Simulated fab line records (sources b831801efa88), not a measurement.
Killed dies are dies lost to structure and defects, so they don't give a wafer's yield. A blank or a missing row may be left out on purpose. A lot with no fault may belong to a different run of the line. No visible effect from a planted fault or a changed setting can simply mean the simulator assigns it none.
fab line records | flow sky130
record lots=7 wafers=20 last-day=50
route steps=708 shown METAL3@556
lots with no fault: from the same line, run without faults
start-h: hours from the record's opening day to when the first of the lot's shown wafers began | wait-h: hours from the lot's prior step to this one | " as in the row above | L1.1+2: several wafers, shown together as one row | - either no value or no given start | * or withheld: withheld | < > ~ a bound
route shown NAME@n: NAME is a module with steps in the file, n the number in the route of the first one | usual: average and standard deviation across the fault-free wafers | same: alike in all rows | chamber/n: place in a boat | sites: the reading at each site | _std_site: the values' standard deviation | _edge_site: outer sites' mean less inner sites' | radius-mm: how far each site lies from the wafer's centre | mask NAME#n: copy n | behind: the tool/chamber that last shaped the wafer | hold: what put the lot on hold/how long, in hours/how the hold closed | device: the n, p or np transistor that did not switch | end of line: tests of these same wafers at the route's end | step lacking rows: just its recipe | killed: at the first sort, the dies lost to defects and structure; wafer yield is something else | map: a wafer's dies, marking killed ones x, the rest . and places with no die _
set.NAME: the run value of the setting; set.NAME@STEP: its run value at that earlier step | model.NAME: the simulator's own value behind a step, which no gauge read
lots at selected steps of the route; one table per step, one row per wafer
services: a tool's chamber out of use, with start hour (start-h, from the record's first day; less than 0 if before it), hours out, and reason
## steps
# step SKY_METAL3_HMDS_06
# recipe prime-time-s=60 prime-temp-c=120
# step SKY_METAL3_COAT_07
# recipe resist=BARC temp-c=withheld time-s=withheld spin-rpm=3000 resist-thk-nm=60
# step SKY_METAL3_COAT_08
# recipe resist=KrF-thick spin-rpm=3000 resist-thk-nm=1140
# step SKY_METAL3_SOFTBAKE_09
# recipe temp-c=100 time-s=90 resist=KrF-thick
# step SKY_METAL3_EXPOSE_10
# recipe mask-id=MM3 na=0.68 source-shape=annular sigma-inner=0.4 sigma-outer=0.8 target-cd-nm=300 dose-mj=28
# step SKY_METAL3_PEB_11
# recipe peb-temp-c=withheld peb-time-s=withheld resist=KrF-thick
# step SKY_METAL3_DEVELOP_12
# recipe develop-time-s=60 resist=KrF-thick dev-temp-c=21
# step SKY_METAL3_CD_MEAS_13
# recipe target-cd-nm=300
# usual cd-nm=300.0/1.3
# columns lot.wafer tool chamber start-h wait-h cd-nm
L450.1 cd-sem-02 - 938.42 - 298.4
L450.3 " - " " 300.4
L450.4 " - " " 300.3
L452.2 cd-sem-02 - 953.01 - 300.5
L452.3 " - " " 299.7
L452.4 " - " " 300.6
L455.1 cd-sem-01 - 975.14 - 301.1
L455.2 " - " " 302.4
L455.3 " - " " 301.7
L457.2 cd-sem-01 - 992.79 - 299.0
L457.3 " - " " 299.5
L458.1 cd-sem-02 - 998.57 - 301.3
L458.4 " - " " 299.9
L458.5 " - " " 299.9
L468.2 cd-sem-01 - 1060.31 - 296.0
L468.3 " - " " 298.2
L468.6 " - " " 297.5
L466.2 cd-sem-01 - 1063.73 - 298.1
L466.4 " - " " 298.4
L466.5 " - " " 298.2
# step SKY_METAL3_OVL_MEAS_14
# usual METAL3_OVL=-1/5.3
# columns lot.wafer tool chamber start-h wait-h METAL3_OVL[nm]
L450.1 overlay-02 - 938.54 0.1 -6
L450.3 " - " " 0
L450.4 " - " " -4
L452.2 overlay-01 - 953.11 0.1 -1
L452.3 " - " " 2
L452.4 " - " " -9
L455.1 overlay-02 - 975.26 0.1 -5
L455.2 " - " " -8
L455.3 " - " " -1
L457.2 overlay-01 - 992.90 0.1 0
L457.3 " - " " 3
L458.1 overlay-02 - 998.69 0.1 -2
L458.4 " - " " -7
L458.5 " - " " -6
L468.2 overlay-02 - 1060.41 0.1 -6
L468.3 " - " " -10
L468.6 " - " " -4
L466.2 overlay-02 - 1063.84 0.1 1
L466.4 " - " " 1
L466.5 " - " " 1
# step SKY_METAL3_DESCUM_15
# recipe chemistry=O2 source-power-w=150 bias-power-w=0 pressure-mtorr=10 temp-c=40 time-s=8
# usual drypump-motor-current-A=5.58/0.24 oes-product-au=1.003/0.0081
# columns lot.wafer tool chamber start-h wait-h drypump-motor-current-A oes-product-au rf-hours-counter-h
L450.1 rie-metal-01 1 938.58 0.0 5.66 1.003 15
L450.3 " 1 " " 5.65 1.007 -
L450.4 " 0 " " 5.63 1.007 -
L452.2 rie-metal-02 1 953.14 0.0 5.80 1.015 5
L452.3 " 1 " " 5.79 1.005 -
L452.4 " 0 " " 5.27 1.003 -
L455.1 rie-metal-01 0 975.29 0.0 5.63 0.988 16
L455.2 " 1 " " 5.67 0.993 16
L455.3 " 0 " " 5.64 0.995 -
L457.2 rie-metal-04 0 992.93 0.0 5.88 1.005 13
L457.3 " 1 " " 5.24 0.995 -
L458.1 rie-metal-04 0 998.73 0.0 5.83 1.007 13
L458.4 " 0 " " 5.82 1.012 -
L458.5 " 1 " " 5.24 0.991 -
L468.2 rie-metal-04 1 1060.44 0.0 5.23 0.994 15
L468.3 " 1 " " 5.24 1.005 -
L468.6 " 0 " " 5.85 1.004 -
L466.2 rie-metal-04 0 1063.87 0.0 5.85 1.012 17
L466.4 " 1 " " 5.22 0.998 -
L466.5 " 1 " " 5.23 1.001 -
# step SKY_METAL3_ETCH_16
# recipe chemistry=N2/H2 target=BARC ion-energy-ev=200 bias-w=100 pressure-mtorr=30 n2-flow-sccm=100 h2-flow-sccm=200 icp-w=500 stop-on=SiO2 time-s=88.2 target-depth-a=600
# usual drypump-motor-current-A=5.59/0.24 oes-product-au=0.626/0.0048 throttle-valve-pct=13.204/0.0081
# columns lot.wafer tool chamber start-h wait-h drypump-motor-current-A oes-product-au rf-hours-counter-h throttle-valve-pct
L450.1 rie-metal-01 1 938.61 0.0 5.69 0.620 15 13.207
L450.3 " 1 " " 5.67 0.628 - 13.200
L450.4 " 0 " " 5.65 0.618 - 13.212
L452.2 rie-metal-02 1 953.17 0.0 5.82 0.625 5 13.206
L452.3 " 1 " " 5.80 0.627 - 13.210
L452.4 " 0 " " 5.28 0.619 - 13.197
L455.1 rie-metal-01 0 975.32 0.0 5.67 0.627 16 13.204
L455.2 " 1 " " 5.67 0.626 17 13.202
L455.3 " 0 " " 5.66 0.631 - 13.204
L457.2 rie-metal-04 0 992.96 0.0 5.85 0.630 13 13.207
L457.3 " 1 " " 5.27 0.621 - 13.206
L458.1 rie-metal-04 0 998.76 0.0 5.87 0.627 13 13.206
L458.4 " 0 " " 5.88 0.628 - 13.197
L458.5 " 1 " " 5.25 0.634 - 13.202
L468.2 rie-metal-04 1 1060.47 0.0 5.26 0.629 15 13.219
L468.3 " 1 " " 5.26 0.625 - 13.206
L468.6 " 0 " " 5.87 0.633 - 13.211
L466.2 rie-metal-04 0 1063.90 0.0 5.85 0.627 17 13.205
L466.4 " 1 " " 5.24 0.629 - 13.197
L466.5 " 1 " " 5.24 0.618 - 13.208
# step SKY_METAL3_ETCH_17
# recipe target=SiO2 stop-on=TiN chemistry=C4F8/O2/Ar source-w=1500 bias-w=1200 pressure-mtorr=40 c4f8-flow-sccm=withheld O2_flow_sccm=6 Ar_flow_sccm=300 time-s=3.9 target-depth-a=150
# usual oes-product-au=0.754/0.0082
# columns lot.wafer tool chamber start-h wait-h oes-product-au rf-hours-counter-h
L450.1 rie-diel-02 0 938.71 0.1 0.747 16
L450.3 " 2 " " 0.748 10
L450.4 " 3 " " 0.762 12
L452.2 rie-diel-04 2 953.27 0.1 0.755 20
L452.3 " 1 " " 0.760 6
L452.4 " 3 " " 0.777 10
L455.1 rie-diel-04 2 975.42 0.1 0.765 21
L455.2 " 3 " " 0.744 11
L455.3 " 1 " " 0.740 6
L457.2 rie-diel-04 1 993.06 0.1 0.750 7
L457.3 " 3 " " 0.753 11
L458.1 rie-diel-03 3 998.86 0.1 0.746 14
L458.4 " 1 " " 0.750 18
L458.5 " 1 " " 0.755 -
L468.2 rie-diel-04 0 1060.57 0.1 0.755 7
L468.3 " 3 " " 0.750 13
L468.6 " 0 " " 0.765 -
L466.2 rie-diel-02 2 1064.00 0.1 0.738 14
L466.4 " 3 " " 0.760 17
L466.5 " 0 " " 0.751 -
# step SKY_METAL3_METAL_ETCH_18
# recipe target-depth-a=8450 stop-on=SiO2 over-etch-frac=0.3 time-s=183.1 chemistry=Cl2/BCl3 resist-sidewall-deg=88 pressure-mtorr=10 icp-w=900 bias-w=48.5 Cl2_flow_sccm=60 bcl3-flow-sccm=30
# usual drypump-motor-current-A=5.57/0.25 oes-product-au=0.864/0.0071 over-etch-frac=0.3/0 throttle-valve-pct=22.265/0.0098
# columns lot.wafer tool chamber start-h wait-h drypump-motor-current-A oes-product-au over-etch-frac rf-hours-counter-h throttle-valve-pct model.KrF-thick_of_METAL3_COAT_08.thk-nm
L450.1 rie-metal-02 0 938.72 0.0 5.28 0.862 0.3 13 22.278 535.9
L450.3 " 0 " " 5.27 0.865 0.3 - 22.273 533.8
L450.4 " 1 " " 5.82 0.855 0.3 - 22.272 522.9
L452.2 rie-metal-01 1 953.29 0.0 5.67 0.867 0.3 16 22.273 531.8
L452.3 " 0 " " 5.65 0.878 0.3 - 22.258 532.5
L452.4 " 1 " " 5.66 0.871 0.3 - 22.271 528
L455.1 rie-metal-02 1 975.44 0.0 5.83 0.866 0.3 6 22.264 519.7
L455.2 " 0 " " 5.27 0.879 0.27375 15 22.252 543.7
L455.3 " 1 " " 5.82 0.863 0.3 - 22.276 522.8
L457.2 rie-metal-02 1 993.07 0.0 5.80 0.873 0.27375 7 22.254 533.5
L457.3 " 1 " " 5.79 0.868 0.3 - 22.260 528.2
L458.1 rie-metal-02 1 998.87 0.0 5.83 0.876 0.3 7 22.235 528.5
L458.4 " 1 " " 5.81 0.874 0.3 - 22.257 532
L458.5 " 1 " " 5.81 0.875 0.27375 - 22.259 539.1
L468.2 rie-metal-02 0 1060.59 0.0 5.28 0.876 0.3 20 22.279 531.1
L468.3 " 0 " " 5.27 0.867 0.3 - 22.271 528.7
L468.6 " 0 " " 5.30 0.873 0.3 - 22.272 526.9
L466.2 rie-metal-02 0 1064.02 0.0 5.30 0.851 0.3 21 22.253 534.4
L466.4 " 1 " " 5.83 0.848 0.3 - 22.242 527.9
L466.5 " 1 " " 5.83 0.846 0.3 - 22.250 529.8
# step SKY_METAL3_STRIP_19
# recipe chemistry=O2/N2 power-w=1400 pressure-mtorr=1500 platen-temp-c=withheld o2-flow-sccm=3000 n2-flow-sccm=300 overash-fraction=0.5
# usual drypump-motor-current-A=5.7/0.42 oes-product-au=0.502/0.0054 strip-time-to-endpoint-s=6.52/0.074
# same overash-fraction=0.5
# columns lot.wafer tool chamber start-h wait-h drypump-motor-current-A oes-product-au rf-hours-counter-h strip-time-to-endpoint-s
L450.1 plasma-asher-04 1 938.90 0.1 6.2 0.505 52 6.63
L450.3 " 0 " " 5.8 0.511 - 6.60
L450.4 " 1 " " 6.2 0.501 - 6.50
L452.2 plasma-asher-02 1 953.47 0.1 5.8 0.508 112 6.60
L452.3 " 1 " " 5.8 0.504 - 6.58
L452.4 " 0 " " 5.7 0.503 - 6.54
L455.1 plasma-asher-04 0 975.62 0.1 5.8 0.500 56 6.46
L455.2 " 1 " " 6.2 0.508 56 6.69
L455.3 " 0 " " 5.9 0.499 - 6.48
L457.2 plasma-asher-03 1 993.25 0.1 4.9 0.514 83 6.61
L457.3 " 0 " " 5.3 0.502 - 6.54
L458.1 plasma-asher-03 1 999.05 0.1 4.8 0.502 83 6.55
L458.4 " 1 " " 4.9 0.501 - 6.58
L458.5 " 1 " " 4.8 0.515 - 6.66
L468.2 plasma-asher-04 0 1060.77 0.1 5.8 0.502 64 6.58
L468.3 " 1 " " 6.3 0.495 - 6.55
L468.6 " 1 " " 6.2 0.501 - 6.54
L466.2 plasma-asher-04 1 1064.19 0.1 6.3 0.506 64 6.61
L466.4 " 0 " " 5.8 0.497 - 6.54
L466.5 " 1 " " 6.3 0.503 - 6.56
## services
# columns tool chamber start-h hours kind
rie-diel-02 2 939.54 6.5 repair
rie-diel-04 - 949.04 1.0 repair
rie-diel-04 1 969.12 3.3 repair
rie-diel-02 2 970.29 10.5 repair
rie-diel-02 0 986.08 10.7 repair
rie-diel-04 2 988.15 - clean
rie-diel-04 2 988.15 37.7 scheduled-down
rie-diel-04 2 988.15 37.7 vent-cycle
plasma-asher-03 - 988.18 1.3 repair
rie-diel-02 0 1009.67 21.2 repair
rie-metal-01 0 1010.40 10.6 repair
rie-diel-02 2 1012.58 4.7 repair
rie-diel-03 - 1022.76 0.2 repair
rie-metal-01 - 1025.95 1.3 repair
rie-diel-03 1 1035.06 9.0 repair
rie-metal-01 1 1046.89 4.7 repair
plasma-asher-02 - 1055.25 9.0 pm
plasma-asher-02 0 1055.25 9.0 vent-cycle
plasma-asher-02 1 1055.25 9.0 vent-cycle
rie-metal-01 - 1062.84 54.9 repair
plasma-asher-02 0 1064.25 - clean
plasma-asher-02 1 1064.25 - clean
## key
first-sign step=SKY_METAL3_METAL_ETCH_18 reading=over-etch-frac direction=down sigmas=99+ usual=0.3 struck=0.27375
effect none on later readings
model-effect step=SKY_METAL3_METAL_ETCH_18 value=KrF-thick_of_METAL3_COAT_08.thk-nm without=527.6 struck=538.8
met-at SKY_METAL3_METAL_ETCH_18
struck-wafers L455.2,L457.2,L458.5
onset-between 938.72 975.44
fault kind=process-parameter-drift tool=rie-metal-02 chamber=- onset-h=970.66 steps=SKY_METAL3_METAL_ETCH_18 channel=over-etch-frac offset=-0.026251 shape=step end-h=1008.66 scope=struck-wafers-only acts-in=these-recipes-only stated=0.3
